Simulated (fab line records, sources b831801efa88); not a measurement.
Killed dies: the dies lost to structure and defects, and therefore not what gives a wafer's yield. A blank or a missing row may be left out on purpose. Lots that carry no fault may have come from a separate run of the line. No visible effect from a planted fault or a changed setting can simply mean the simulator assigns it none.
Struck lot and sound lot, side by side ; flow gf180mcu ; 44 out of 602 route steps
Sound: wafers L324.2, L324.3, L324.4. The struck wafers were L333.3, L333.5, L333.6. The cause is given at the end.
For every step that has rows: the tool of each side, followed by ch and its chambers, followed by its first start. Under that, the readings that differ: sound wafers ; struck wafers ; difference of the means ; sigmas: that difference in standard deviations of wafers without a fault.
alike: a reading whose means differ by less than 2 such deviations, as well as words and numbers matching on both sides. not compared: withheld readings; readings where some wafer has no value; bounds like >300 that might hide an equal value; numbers whose values overlap and for which the record gives no deviation.
A row with sigmas, a row that says differs or no value, or rows on one side alone: a step with any of these is where the two part. Numbers that don't overlap but have no deviation are shown without sigmas and don't part them. Lack of a reading on every wafer of one side parts them only where that side has two or more wafers.

first, 2 steps without rows for these wafers: GF_MVSD_IMPLANT_08; GF_MVSD_IMPLANT_09.
GF_MVSD_STRIP_10: strips in O2/N2.
  sound on plasma-asher-03 ch 0,1, day 7 09:16; struck on plasma-asher-01 ch 0,1, day 9 12:25
  alike: drypump-motor-current-A, heater-power-w, oes-product-au, strip-time-to-endpoint-s
  not compared: rf-hours-counter-h
GF_MVSD_TW_MEAS_11:
  sound on film-metro-04 at day 7 09:22; struck on film-metro-04 at day 9 12:30
  alike: MVSD_TW
then, 7 steps without rows for these wafers: GF_MVPSD_DEHYDRATE_00 (time 60 s); GF_MVPSD_HMDS_01 (prime time 60 s); GF_MVPSD_COAT_02 (resist thk 3000 nm); GF_MVPSD_SOFTBAKE_03; GF_MVPSD_EXPOSE_04 (exposes mask MVPSD, target cd 1000 nm); GF_MVPSD_PEB_05; GF_MVPSD_DEVELOP_06 (develop time 60 s).
GF_MVPSD_OVL_MEAS_07:
  sound on overlay-02 at day 8 01:17; struck on overlay-02 at day 10 05:55
reading;sound;struck;difference;sigmas
MVPSD_OVL (nm);3.5 1.8 3.3;0.8 0.3 -2.0;-3.2;-2
GF_MVPSD_IMPLANT_08:
  sound on implanter-03 ch 0, day 8 01:20; struck on implanter-04 ch 0, day 10 05:59
reading;sound;struck;difference;sigmas
implant-ion-amu;11 11 11;49 49 49;+38;
model.implant.rp-nm (nm);477.6 477.6 477.6;122.9 122.9 122.9;-354.7;
model.implant.drp-nm (nm);102.4 102.4 102.4;49.81 49.81 49.81;-52.59;
next, for these wafers, 1 step has no rows: GF_MVPSD_IMPLANT_09.
GF_MVPSD_STRIP_10: strips in O2/N2.
  sound on plasma-asher-01 ch 0,1, day 8 01:37; struck on plasma-asher-01 ch 0,1, day 10 06:17
  alike: drypump-motor-current-A, heater-power-w, oes-product-au, strip-time-to-endpoint-s
  not compared: rf-hours-counter-h
GF_MVPSD_TW_MEAS_11:
  sound on film-metro-04 at day 8 01:43; struck on film-metro-02 at day 10 06:22
reading;sound;struck;difference;sigmas
MVPSD_TW;550 551 545;1037 1038 1045;+491;+99 or more
then, 7 steps without rows for these wafers: GF_VT_IMPLANT_DEHYDRATE_00 (time 60 s); GF_VT_IMPLANT_HMDS_01 (prime time 60 s); GF_VT_IMPLANT_COAT_02 (resist thk 1000 nm); GF_VT_IMPLANT_SOFTBAKE_03 (time 60 s); GF_VT_IMPLANT_EXPOSE_04 (exposes mask LVPWELL LV AREA, target cd 600 nm); GF_VT_IMPLANT_PEB_05; GF_VT_IMPLANT_DEVELOP_06 (develop time 60 s).
GF_VT_IMPLANT_OVL_MEAS_07:
  sound on overlay-01 at day 8 17:52; struck on overlay-02 at day 10 23:50
  alike: VT_IMPLANT_OVL
next, for these wafers, 1 step has no rows: GF_VT_IMPLANT_IMPLANT_08.
GF_VT_IMPLANT_STRIP_09: strips in O2/N2.
  sound on plasma-asher-03 ch 0,1, day 8 18:02; struck on plasma-asher-01 ch 0,1, day 11 00:03
  alike: drypump-motor-current-A, heater-power-w, oes-product-au, strip-time-to-endpoint-s
  not compared: rf-hours-counter-h
GF_VT_IMPLANT_TW_MEAS_10:
  sound on film-metro-04 at day 8 18:09; struck on film-metro-02 at day 11 00:08
  alike: VT_IMPLANT_TW
then, 7 steps without rows for these wafers: GF_VT_IMPLANT_DEHYDRATE_11 (time 60 s); GF_VT_IMPLANT_HMDS_12 (prime time 60 s); GF_VT_IMPLANT_COAT_13 (resist thk 1000 nm); GF_VT_IMPLANT_SOFTBAKE_14 (time 60 s); GF_VT_IMPLANT_EXPOSE_15 (exposes mask Nwell LV AREA, target cd 860 nm); GF_VT_IMPLANT_PEB_16; GF_VT_IMPLANT_DEVELOP_17 (develop time 60 s).
GF_VT_IMPLANT_OVL_MEAS_18:
  sound on overlay-01 at day 9 11:17; struck on overlay-01 at day 11 18:56
  alike: VT_IMPLANT_01_OVL
next, for these wafers, 1 step has no rows: GF_VT_IMPLANT_IMPLANT_19.
GF_VT_IMPLANT_STRIP_20: strips in O2/N2.
  sound on plasma-asher-04 ch 0,1, day 9 11:28; struck on plasma-asher-03 ch 0,1, day 11 19:08
  alike: drypump-motor-current-A, heater-power-w, oes-product-au, strip-time-to-endpoint-s
  not compared: rf-hours-counter-h
GF_VT_IMPLANT_TW_MEAS_21:
  sound on film-metro-03 at day 9 11:34; struck on film-metro-04 at day 11 19:14
  alike: VT_IMPLANT_2_TW
then, 4 steps without rows for these wafers: GF_VT_IMPLANT_DEHYDRATE_22 (time 60 s); GF_VT_IMPLANT_HMDS_23 (prime time 60 s); GF_VT_IMPLANT_COAT_24 (resist thk 1000 nm); GF_VT_IMPLANT_SOFTBAKE_25 (time 60 s).
GF_VT_IMPLANT_RS_MEAS_49: a four-point-probe measurement.
  sound on film-metro-01 at day 11 00:04; struck on film-metro-04 at day 13 10:16
reading;sound;struck;difference;sigmas
MVPSD_RS (ohm/sq);1167.3 1165.5 1168.4;1564.3 1562.2 1567.7;+397.7;+99 or more
next, for these wafers, 1 step has no rows: GF_PASSIVATION_PROBE_99.

## WHERE THEY PART
First at GF_MVPSD_OVL_MEAS_07; last, within this record, at GF_VT_IMPLANT_RS_MEAS_49.

WHY: whatever the simulator had introduced
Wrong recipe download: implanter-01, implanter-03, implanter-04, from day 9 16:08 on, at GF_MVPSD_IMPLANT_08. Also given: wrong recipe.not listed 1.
